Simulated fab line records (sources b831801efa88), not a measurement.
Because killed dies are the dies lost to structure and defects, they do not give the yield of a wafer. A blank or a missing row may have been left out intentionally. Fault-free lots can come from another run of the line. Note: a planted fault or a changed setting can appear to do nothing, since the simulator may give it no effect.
Comparing a struck lot with a sound one + flow sky130 + 43 out of 708 route steps
Sound: the wafers L277.1, L277.5, L277.6. Wafers L293.1, L293.2, L293.6 were the ones struck. The cause is named last.
Each step with rows lists, per side, the tool, then ch with its chambers, then its first start. Under that, the readings that differ: sound wafers + struck wafers + difference of the means + sigmas: that difference in standard deviations of wafers without a fault.
alike: readings whose means differ by less than 2 such deviations, and words and numbers that are the same on both sides. not compared: withheld readings, readings that some wafer has no value for, bounds like >300 that may hide the same value, and numbers for which the record gives no deviation and whose values overlap.
Wherever a step has rows on one side only, a row that says differs or no value, or a row with sigmas, the two part there. Numbers that have no deviation but don't overlap get no sigmas and don't part them. Lack of a reading on every wafer of one side parts them only where that side has two or more wafers.

first, 1 step without rows for these wafers: SKY_LDD_N_IMPLANT_15.
SKY_LDD_N_STRIP_16: strips in O2/N2.
  sound on plasma-asher-04 ch 0,1, day 18 23:38; struck on plasma-asher-03 ch 0,1, day 25 01:03
  alike: drypump-motor-current-A, oes-product-au, strip-time-to-endpoint-s
  not compared: rf-hours-counter-h
SKY_LDD_N_TW_MEAS_17:
  sound on film-metro-02 at day 18 23:44; struck on film-metro-01 at day 25 01:09
  alike: LDD_N_TW
then, 7 steps without rows for these wafers: SKY_LDD_P_DEHYDRATE_00 (time 60 s); SKY_LDD_P_HMDS_01 (prime time 60 s); SKY_LDD_P_COAT_02 (resist thk 1140 nm); SKY_LDD_P_SOFTBAKE_03 (time 60 s); SKY_LDD_P_EXPOSE_04 (exposes mask PSDM, target cd 380 nm); SKY_LDD_P_PEB_05; SKY_LDD_P_DEVELOP_06 (develop time 60 s).
SKY_LDD_P_CD_MEAS_07 targets a cd of 380 nm.
  sound on cd-sem-01 at day 20 06:42; struck on cd-sem-01 at day 26 06:50
  alike: cd-nm
SKY_LDD_P_OVL_MEAS_08:
  sound on overlay-01 at day 20 06:49; struck on overlay-02 at day 26 06:57
  alike: LDD_P_OVL
SKY_LDD_P_IMPLANT_09:
  sound on implanter-03 ch 0, day 20 06:51; struck on implanter-03 ch 0, day 26 06:59
SKY_LDD_P_STRIP_10: strips in O2/N2.
  sound on plasma-asher-01 ch 0,1, day 20 07:00; struck on plasma-asher-04 ch 0,1, day 26 07:08
  alike: drypump-motor-current-A, oes-product-au, strip-time-to-endpoint-s
  not compared: rf-hours-counter-h
SKY_LDD_P_TW_MEAS_11:
  sound on film-metro-01 at day 20 07:06; struck on film-metro-04 at day 26 07:17
  alike: LDD_P_TW
then, 7 steps without rows for these wafers: SKY_LDD_HVN_DEHYDRATE_00 (time 60 s); SKY_LDD_HVN_HMDS_01 (prime time 60 s); SKY_LDD_HVN_COAT_02 (resist thk 300 nm); SKY_LDD_HVN_SOFTBAKE_03 (time 60 s); SKY_LDD_HVN_EXPOSE_04 (exposes mask HVNTM, target cd 700 nm); SKY_LDD_HVN_PEB_05; SKY_LDD_HVN_DEVELOP_06 (develop time 60 s).
SKY_LDD_HVN_OVL_MEAS_07:
  sound on overlay-02 at day 21 14:39; struck on overlay-02 at day 27 12:52
  alike: LDD_HVN_OVL
then, 1 step without rows for these wafers: SKY_LDD_HVN_IMPLANT_08.
SKY_LDD_HVN_STRIP_09: strips in O2/N2.
  sound on plasma-asher-04 ch 0,1, day 21 14:50; struck on plasma-asher-01 ch 0,1, day 27 13:04
  alike: drypump-motor-current-A, oes-product-au, strip-time-to-endpoint-s
  not compared: rf-hours-counter-h
SKY_LDD_HVN_TW_MEAS_10:
  sound on film-metro-02 at day 21 14:56; struck on film-metro-01 at day 27 13:10
  alike: LDD_HVN_TW
then, 7 steps without rows for these wafers: SKY_LDD_HVP_DEHYDRATE_00 (time 60 s); SKY_LDD_HVP_HMDS_01 (prime time 60 s); SKY_LDD_HVP_COAT_02 (resist thk 300 nm); SKY_LDD_HVP_SOFTBAKE_03 (time 60 s); SKY_LDD_HVP_EXPOSE_04 (exposes mask HVPTM, target cd 700 nm); SKY_LDD_HVP_PEB_05; SKY_LDD_HVP_DEVELOP_06 (develop time 60 s).
SKY_LDD_HVP_OVL_MEAS_07:
  sound on overlay-02 at day 22 22:10; struck on overlay-01 at day 28 18:07
| reading          | sound       | struck         | difference | sigmas |
|------------------|-------------|----------------|------------|--------|
| LDD_HVP_OVL (nm) | 0.7 0.9 4.5 | -2.4 -1.0 -0.9 | -3.5       | -2     |
then, 1 step without rows for these wafers: SKY_LDD_HVP_IMPLANT_08.
SKY_LDD_HVP_STRIP_09: strips in O2/N2.
  sound on plasma-asher-02 ch 0,1, day 22 22:22; struck on plasma-asher-02 ch 0,1, day 28 18:19
  alike: drypump-motor-current-A, oes-product-au, strip-time-to-endpoint-s
  not compared: rf-hours-counter-h
SKY_LDD_HVP_TW_MEAS_10:
  sound on film-metro-04 at day 22 22:28; struck on film-metro-04 at day 28 18:25
  alike: LDD_HVP_TW
then, 5 steps without rows for these wafers: SKY_LDD_LDN_DEHYDRATE_00 (time 60 s); SKY_LDD_LDN_HMDS_01 (prime time 60 s); SKY_LDD_LDN_COAT_02 (resist thk 1140 nm); SKY_LDD_LDN_SOFTBAKE_03 (time 60 s); SKY_LDD_LDN_EXPOSE_04 (exposes mask LDNTM, target cd 700 nm).
-- a jump in the record: the struck wafers' starts before and after are 22 days apart (it breaks off in module LDD_LDN and resumes in module PAD_OPEN, where the first step shown is number 708 of the route) --
SKY_PAD_OPEN_PROBE_99:
  sound on prober-02 at day 46 22:47; struck on prober-01 at day 50 19:33
| reading                                 | sound                    | struck                  | difference | sigmas |
|-----------------------------------------|--------------------------|-------------------------|------------|--------|
| model.etest.tip-p.rs-ohm-sq-range       | 184.8 183.9 137.4        | 1745 1610 1529          | +1459      |        |
| model.etest.pfet_01v8.drive-ua-um-range | 7.547 6.272 5.886        | 8.464 8.878 7.659       | +1.765     |        |
| model.etest.pfet_01v8.vt-v-range        | 0.01318 0.01169 0.009739 | 0.02457 0.02078 0.02362 | +0.01145   |        |
  alike: killed_at_M0_to_M3, killed_at_M4_up, killed-at-contacts, killed-at-front-end, killed-at-other, killed-dies, killed-open, killed-short

== WHERE THEY PART ==
Within this record, at SKY_LDD_HVP_OVL_MEAS_07 only. Later steps at which nothing parts them and some readings are alike: SKY_LDD_HVP_STRIP_09, SKY_LDD_HVP_TW_MEAS_10, SKY_PAD_OPEN_PROBE_99.

WHY: what had been put in by the simulator
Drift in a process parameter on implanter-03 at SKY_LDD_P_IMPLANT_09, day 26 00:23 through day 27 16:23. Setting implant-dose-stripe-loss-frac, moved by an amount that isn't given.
